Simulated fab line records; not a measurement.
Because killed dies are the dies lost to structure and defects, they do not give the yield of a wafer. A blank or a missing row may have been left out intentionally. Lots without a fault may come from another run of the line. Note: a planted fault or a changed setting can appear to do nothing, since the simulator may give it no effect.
The tool behind it: which one? | flow sky130 | 6 lots with 17 wafers sampled at 5 steps, on a route of 708 steps

WHAT EACH GAUGE READ, for each wafer
SKY_NWELL_RS_MEAS_29: measures by four-point-probe.
lot  | measured     | on           | NWELL_RS (ohm/sq)
L593 | day 5 19:16  | filmMetro-01 | 623.4 626.1 626.8
L595 | day 6 05:45  | filmMetro-03 | 627.5 624.7 626.2
L597 | day 6 19:19  | filmMetro-01 | 626.9 628.0 627.7
L599 | day 7 06:18  | filmMetro-02 | 623.8 624.1 622.9
L602 | day 8 01:04  | filmMetro-01 | 626.8 625.4
L612 | day 10 11:34 | filmMetro-03 | 625.3 625.2 625.1

EACH LOT AND THE TOOL THAT RAN IT (in order: tool; ch and the chambers of the sampled wafers; start)
lot  | SKY_FIELD_ISO_CMP_27         | SKY_NWELL_COAT_05               | SKY_NWELL_STRIP_14                 | SKY_NWELL_RTA_28
L593 | cmp-02 ch 0,1,3, day 2 14:11 | lithoTrack-04 ch 0, day 4 13:15 | plasmaAsher-03 ch 0,1, day 4 23:23 | rtpAnneal-02 ch 0, day 5 19:10
L595 | cmp-02 ch 0,1,3, day 3 01:05 | lithoTrack-01 ch 0, day 4 23:52 | plasmaAsher-03 ch 0,1, day 5 10:11 | rtpAnneal-01 ch 0, day 6 05:38
L597 | cmp-02 ch 0,1,2, day 3 12:50 | lithoTrack-01 ch 0, day 5 12:40 | plasmaAsher-02 ch 0,1, day 5 23:16 | rtpAnneal-02 ch 0, day 6 19:13
L599 | cmp-02 ch 1,2, day 3 22:00   | lithoTrack-01 ch 0, day 6 00:07 | plasmaAsher-04 ch 0,1, day 6 10:20 | rtpAnneal-01 ch 0, day 7 06:11
L602 | cmp-02 ch 0,2, day 4 14:26   | lithoTrack-01 ch 0, day 6 18:10 | plasmaAsher-02 ch 1, day 7 04:11   | rtpAnneal-02 ch 0, day 8 00:58
L612 | cmp-01 ch 0,1,2, day 6 18:34 | lithoTrack-02 ch 0, day 9 00:40 | plasmaAsher-04 ch 0,1, day 9 12:08 | rtpAnneal-02 ch 0, day 10 11:28
- SKY_FIELD_ISO_CMP_27: polishes, stops on Si3N4, t overpolish 16 s, target thk 457.8 nm.
- SKY_NWELL_COAT_05: resist thk 3000 nm.
- SKY_NWELL_STRIP_14: strips in O2/N2.
- SKY_NWELL_RTA_28: time 30 s.

THE ANSWER, worked out from the rows above alone
Rule: what is usual is taken from the lots themselves. The widest of any qualifying gaps counts: lots, ordered by their means at a reading, are off when they make up no more than a third of the lots, leave a main group of 4 or more, and stand apart from it by 3 or more times the standard deviation of that group's means. Not used: any main group whose means are identical at the precision the tables above print for the reading. Also off: a lot with no number at a reading for which 4 or more lots have one. All remaining lots with rows at the step are treated as sound.
Nothing can be told from this: no lot is off at any reading shown.

WHAT THE SIMULATOR HAD INSERTED
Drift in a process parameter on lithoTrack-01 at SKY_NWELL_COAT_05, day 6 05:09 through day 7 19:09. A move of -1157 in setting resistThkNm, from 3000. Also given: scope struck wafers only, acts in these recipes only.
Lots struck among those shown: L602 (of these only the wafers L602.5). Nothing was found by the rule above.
